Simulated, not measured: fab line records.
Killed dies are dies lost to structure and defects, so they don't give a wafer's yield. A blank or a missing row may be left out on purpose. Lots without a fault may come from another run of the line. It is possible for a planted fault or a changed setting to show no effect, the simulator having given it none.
Shared-tool check / flow sky130 / Lots sampled 13, wafers sampled 39

## REASON FOR OPENING
SKY_FIELD_ISO_THK_MEAS_02, reading FIELD_ISO_OXIDATION_00_THK: flagged on 2 of 13 lots. Wafers without a fault read 11.91 nm, standard deviation 0.19.
Rule: flag the lot when none of its wafers has a number, or when each of its wafers that has one lies beyond 4 standard deviations from that mean. The rest of the lots are taken to be sound.

lot=L631; measured=day 1 12:49; on=filmMetro-03; FIELD_ISO_OXIDATION_00_THK (nm), wafer by wafer=11.99 11.89 11.97; flag=
lot=L632; measured=day 1 16:41; on=filmMetro-04; FIELD_ISO_OXIDATION_00_THK (nm), wafer by wafer=12.01 12.21 11.97; flag=
lot=L634; measured=day 2 02:38; on=filmMetro-03; FIELD_ISO_OXIDATION_00_THK (nm), wafer by wafer=12.20 11.98 12.04; flag=
lot=L638; measured=day 2 22:47; on=filmMetro-04; FIELD_ISO_OXIDATION_00_THK (nm), wafer by wafer=11.97 11.91 11.72; flag=
lot=L639; measured=day 3 03:38; on=filmMetro-03; FIELD_ISO_OXIDATION_00_THK (nm), wafer by wafer=11.86 11.62 11.73; flag=
lot=L640; measured=day 3 08:38; on=filmMetro-03; FIELD_ISO_OXIDATION_00_THK (nm), wafer by wafer=11.96 12.08 11.85; flag=
lot=L641; measured=day 3 15:45; on=filmMetro-04; FIELD_ISO_OXIDATION_00_THK (nm), wafer by wafer=11.80 11.62 11.86; flag=
lot=L643; measured=day 4 00:22; on=filmMetro-03; FIELD_ISO_OXIDATION_00_THK (nm), wafer by wafer=12.07 11.95 11.93; flag=
lot=L645; measured=day 4 09:38; on=filmMetro-01; FIELD_ISO_OXIDATION_00_THK (nm), wafer by wafer=11.88 11.93 11.86; flag=
lot=L647; measured=day 4 21:20; on=filmMetro-01; FIELD_ISO_OXIDATION_00_THK (nm), wafer by wafer=19.25 19.37 19.25; flag=FLAGGED
lot=L648; measured=day 5 00:38; on=filmMetro-04; FIELD_ISO_OXIDATION_00_THK (nm), wafer by wafer=12.15 11.98 12.05; flag=
lot=L650; measured=day 5 15:38; on=filmMetro-01; FIELD_ISO_OXIDATION_00_THK (nm), wafer by wafer=18.92 18.91 19.07; flag=FLAGGED
lot=L653; measured=day 6 03:21; on=filmMetro-01; FIELD_ISO_OXIDATION_00_THK (nm), wafer by wafer=11.78 11.65 11.83; flag=
The mean of the flagged lots' numbers is 19.13 nm, +7.22 nm from the usual (+38 standard deviations).

## TOOL THAT RAN EACH LOT
The record holds 1 process step before the reading, out of a route of 708 steps. In each cell: the tool, then ch and the chambers that the sampled wafers went through, then the start.
lot=L631; flag=; SKY_FIELD_ISO_OXIDATION_01=furnace-01 ch 0, day 1 11:19
lot=L632; flag=; SKY_FIELD_ISO_OXIDATION_01=furnace-02 ch 0, day 1 15:10
lot=L634; flag=; SKY_FIELD_ISO_OXIDATION_01=furnace-01 ch 0, day 2 01:07
lot=L638; flag=; SKY_FIELD_ISO_OXIDATION_01=furnace-02 ch 0, day 2 21:15
lot=L639; flag=; SKY_FIELD_ISO_OXIDATION_01=furnace-01 ch 0, day 3 02:07
lot=L640; flag=; SKY_FIELD_ISO_OXIDATION_01=furnace-02 ch 0, day 3 07:07
lot=L641; flag=; SKY_FIELD_ISO_OXIDATION_01=furnace-02 ch 0, day 3 14:14
lot=L643; flag=; SKY_FIELD_ISO_OXIDATION_01=furnace-02 ch 0, day 3 22:52
lot=L645; flag=; SKY_FIELD_ISO_OXIDATION_01=furnace-01 ch 0, day 4 08:07
lot=L647; flag=FLAGGED; SKY_FIELD_ISO_OXIDATION_01=furnace-01 ch 0, day 4 18:07
lot=L648; flag=; SKY_FIELD_ISO_OXIDATION_01=furnace-01 ch 0, day 4 23:07
lot=L650; flag=FLAGGED; SKY_FIELD_ISO_OXIDATION_01=furnace-01 ch 0, day 5 11:06
lot=L653; flag=; SKY_FIELD_ISO_OXIDATION_01=furnace-02 ch 0, day 6 01:50
What these steps do:
- SKY_FIELD_ISO_OXIDATION_01: stabilise 600 s, purge 300 s, target thk 12 nm.
- SKY_FIELD_ISO_THK_MEAS_02

## FLAGGED AGAINST TOTAL, ONE TOOL AT A TIME (gauges that did the reading follow at the end)
step=SKY_FIELD_ISO_OXIDATION_01; tool=furnace-01; lots run=7; flagged=2; share of the flagged lots=all; sound lots run after its first flagged lot=1 (L648)
step=SKY_FIELD_ISO_OXIDATION_01; tool=furnace-02; lots run=6; flagged=0; share of the flagged lots=none; sound lots run after its first flagged lot=-
step=SKY_FIELD_ISO_THK_MEAS_02; tool=filmMetro-01; lots run=4; flagged=2; share of the flagged lots=all; sound lots run after its first flagged lot=1 (L653)
step=SKY_FIELD_ISO_THK_MEAS_02; tool=filmMetro-03; lots run=5; flagged=0; share of the flagged lots=none; sound lots run after its first flagged lot=-
step=SKY_FIELD_ISO_THK_MEAS_02; tool=filmMetro-04; lots run=4; flagged=0; share of the flagged lots=none; sound lots run after its first flagged lot=-

## THE TABLE: WHAT IT ALLOWS
2 rows of the table ran every flagged lot: furnace-01 at SKY_FIELD_ISO_OXIDATION_01, filmMetro-01 at SKY_FIELD_ISO_THK_MEAS_02.
- furnace-01 at SKY_FIELD_ISO_OXIDATION_01 ran 7 lots, 2 of them flagged. After the first flagged lot (L648), sound lots still ran on it; a lasting fault on the whole tool would not permit that.
- filmMetro-01 at SKY_FIELD_ISO_THK_MEAS_02 ran 4 lots, 2 of them flagged. After the first flagged lot (L653), sound lots still ran on it; a lasting fault on the whole tool would not permit that.
Every row of the table either missed a flagged lot or ran a sound lot after the first.

## WHAT THE SIMULATOR PUT IN
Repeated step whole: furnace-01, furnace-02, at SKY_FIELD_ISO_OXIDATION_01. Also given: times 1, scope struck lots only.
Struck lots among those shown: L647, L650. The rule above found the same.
